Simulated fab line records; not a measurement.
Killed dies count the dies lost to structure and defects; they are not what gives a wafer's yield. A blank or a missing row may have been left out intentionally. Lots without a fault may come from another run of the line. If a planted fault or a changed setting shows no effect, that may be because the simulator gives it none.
Which tool is to blame?	flow gf180mcu	45 wafers from 15 lots sampled at 4 of the route's 602 steps

WHAT EACH GAUGE READ, for each wafer
GF_M3_OVL_MEAS_15.
lot	measured	on	M3_OVL (nm)
L479	day 21 04:13	overlay-02	-3 -3 -7
L480	day 21 18:34	overlay-02	-7 4 -12
L483	day 22 17:49	overlay-01	0 4 -11
L484	day 23 07:19	overlay-02	-2 10 -10
L485	day 23 14:37	overlay-01	-1 1 -3
L486	day 24 02:43	overlay-01	-12 -3 0
L488	day 24 21:04	overlay-01	-8 -5 -2
L491	day 25 15:30	overlay-02	-6 0 0
L494	day 26 12:54	overlay-01	-4 -2 -6
L495	day 26 19:25	overlay-01	-5 8 0
L496	day 27 04:33	overlay-01	-6 -1 1
L498	day 27 20:23	overlay-01	-4 -10 5
L499	day 28 02:37	overlay-01	-5 -5 -7
L500	day 28 09:49	overlay-02	-13 -9 -11
L502	day 28 18:03	overlay-01	-16 -13 -13

GF_V3_OVL_MEAS_15.
lot	measured	on	V3_OVL (nm)
L479	day 22 05:36	overlay-01	2 1 -3
L480	day 22 18:57	overlay-01	6 -6 4
L483	day 23 18:15	overlay-02	-6 0 0
L484	day 24 07:13	overlay-01	2 5 2
L485	day 24 14:40	overlay-01	4 1 3
L486	day 25 01:52	overlay-02	3 8 6
L488	day 25 19:46	overlay-01	1 -9 -5
L491	day 26 13:36	overlay-02	-3 -6 -8
L494	day 27 11:03	overlay-01	-4 -9 3
L495	day 27 17:15	overlay-01	3 -1 0
L496	day 28 01:51	overlay-01	3 4 0
L498	day 28 17:01	overlay-01	5 -3 6
L499	day 28 23:42	overlay-01	-3 -6 -5
L500	day 29 06:30	overlay-02	-8 -3 -12
L502	day 29 14:00	overlay-01	-5 -3 -6

WHAT TOOL EACH LOT RAN ON (gives the tool, then ch and the chambers of the sampled wafers, and finally the start)
lot	GF_DNWELL_IMPLANT_07	GF_V2_SPUTTER_22
L479	implanter-01 ch 0, day 2 18:08	pvdSputter-03, day 20 03:47
L480	implanter-04 ch 0, day 2 23:53	pvdSputter-01, day 20 17:30
L483	implanter-01 ch 0, day 3 15:50	pvdSputter-03, day 21 17:10
L484	implanter-01 ch 0, day 3 21:47	pvdSputter-01, day 22 07:19
L485	implanter-01 ch 0, day 4 03:31	pvdSputter-03, day 22 14:51
L486	implanter-03 ch 0, day 4 09:11	pvdSputter-03, day 23 03:17
L488	implanter-03 ch 0, day 4 21:01	pvdSputter-01, day 23 22:28
L491	implanter-04 ch 0, day 5 10:20	pvdSputter-03, day 24 16:52
L494	implanter-01 ch 0, day 6 02:08	pvdSputter-02, day 25 14:40
L495	implanter-01 ch 0, day 6 05:54	pvdSputter-03, day 25 22:10
L496	implanter-01 ch 0, day 6 13:41	pvdSputter-02, day 26 07:43
L498	implanter-04 ch 0, day 6 23:40	pvdSputter-03, day 26 22:57
L499	implanter-03 ch 0, day 7 05:18	pvdSputter-01, day 27 05:46
L500	implanter-04 ch 0, day 7 11:00	pvdSputter-03, day 27 13:01
L502	implanter-03 ch 0, day 7 20:29	pvdSputter-02, day 27 22:37
- GF_DNWELL_IMPLANT_07
- GF_V2_SPUTTER_22: material TiN, target thk 10 nm, time 40 s.

AS READ BY THE TOOLS THEMSELVES (means over the sampled wafers that have a number; for cases with no such wafer, the mark the record gives instead)
GF_DNWELL_IMPLANT_07.
lot	tool	beamEnergyKeV
L479	implanter-01	1499.4
L480	implanter-04	1500.1
L483	implanter-01	1500.5
L484	implanter-01	1499.5
L485	implanter-01	1499.6
L486	implanter-03	1500.4
L488	implanter-03	1499.9
L491	implanter-04	1499.9
L494	implanter-01	1575.6
L495	implanter-01	1575.3
L496	implanter-01	1576.1
L498	implanter-04	1500.0
L499	implanter-03	1500.4
L500	implanter-04	1499.2
L502	implanter-03	1499.6

GF_V2_SPUTTER_22.
lot	tool	throttleValvePct (%)
L479	pvdSputter-03	29.6
L480	pvdSputter-01	30.7
L483	pvdSputter-03	29.6
L484	pvdSputter-01	30.5
L485	pvdSputter-03	29.5
L486	pvdSputter-03	29.3
L488	pvdSputter-01	30.9
L491	pvdSputter-03	29.7
L494	pvdSputter-02	30.5
L495	pvdSputter-03	29.5
L496	pvdSputter-02	30.5
L498	pvdSputter-03	29.8
L499	pvdSputter-01	30.1
L500	pvdSputter-03	28.9
L502	pvdSputter-02	29.9

THE ANSWER, worked out from the rows above alone
Rule: usual is defined by the lots themselves. The widest of any qualifying gaps counts: lots, ordered by their means at a reading, are off when they make up no more than a third of the lots, leave a main group of 4 or more, and stand apart from it by 3 or more times the standard deviation of that group's means. A main group whose means are all the same, to the digits that the tables above print for the reading, isn't used. Also off: a lot with no number at a reading for which 4 or more lots have one. Where the step has rows for the other lots, those lots are counted as sound. After the gauges, taken in route order, come the tools' own readings; for these a lot's mean is taken, as printed above. The first step at which some lot is off is used, and at that step the reading that is off furthest; a lot without a number counts as furthest.
Off, at GF_DNWELL_IMPLANT_07 on beamEnergyKeV: L494, L495, L496. For the main group the mean is 1499.9 and the standard deviation 0.41.
A tool fits if, at that step or a process step before it, it ran every lot that is off, and no sound lot after the first of them. One fits: implanter-01 at GF_DNWELL_IMPLANT_07. Its last sound lot is L485 (day 4 03:31), its first lot that is off L494 (day 6 02:08): a fault that began between those two fits.
The tool's own readings at GF_DNWELL_IMPLANT_07 bear it out: on the lots that are off they differ by more than 5 times the standard deviation of the sound lots' means. beamEnergyKeV reads 1575.7 there against 1499.9 on the sound lots.

WHAT THE SIMULATOR HAD INSERTED
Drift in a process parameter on implanter-01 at GF_DNWELL_IMPLANT_07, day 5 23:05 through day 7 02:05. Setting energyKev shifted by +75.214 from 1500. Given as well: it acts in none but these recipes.
Lots struck among those shown: L494, L495, L496. This agrees with what the rule above found.
